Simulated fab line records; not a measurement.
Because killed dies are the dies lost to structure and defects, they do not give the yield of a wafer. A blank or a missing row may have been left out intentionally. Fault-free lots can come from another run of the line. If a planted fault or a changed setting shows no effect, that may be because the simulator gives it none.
Which tool was responsible? ; flow sky130 ; route of 708 steps, sampled at 1 step: 7 lots, 21 wafers

## WHAT EACH GAUGE READ, for each wafer
SKY_FIELD_ISO_THK_MEAS_23.
lot;measured;on;FIELD_ISO_OXIDATION_01_THK (nm)
L787;day 2 22:52;filmMetro-02;10.05 9.89 10.04
L797;day 5 02:38;filmMetro-01;9.85 9.81 9.73
L799;day 5 17:57;filmMetro-04;10.02 9.82 9.85
L801;day 6 02:06;filmMetro-02;9.63 9.69 9.69
L803;day 6 10:31;filmMetro-02;9.83 9.93 9.86
L805;day 6 22:08;filmMetro-04;10.25 10.15 10.35
L807;day 7 12:03;filmMetro-01;9.70 9.55 9.79

## TOOL THAT RAN EACH LOT (tool first, then ch and the chambers of the sampled wafers, then the start)
Before these readings, the record contains no process step.

## THE ANSWER, worked out from the rows above alone
Rule: the usual values come from the lots themselves. The widest of any qualifying gaps counts: lots, ordered by their means at a reading, are off when they make up no more than a third of the lots, leave a main group of 4 or more, and stand apart from it by 3 or more times the standard deviation of that group's means. If all means in a main group match to the digits the tables above print for the reading, that group is not used. Also off: a lot with no number at a reading for which 4 or more lots have one. All remaining lots with rows at the step are treated as sound.
None of the lots is off at any reading shown; this tells nothing.

## WHAT WAS PUT IN BY THE SIMULATOR
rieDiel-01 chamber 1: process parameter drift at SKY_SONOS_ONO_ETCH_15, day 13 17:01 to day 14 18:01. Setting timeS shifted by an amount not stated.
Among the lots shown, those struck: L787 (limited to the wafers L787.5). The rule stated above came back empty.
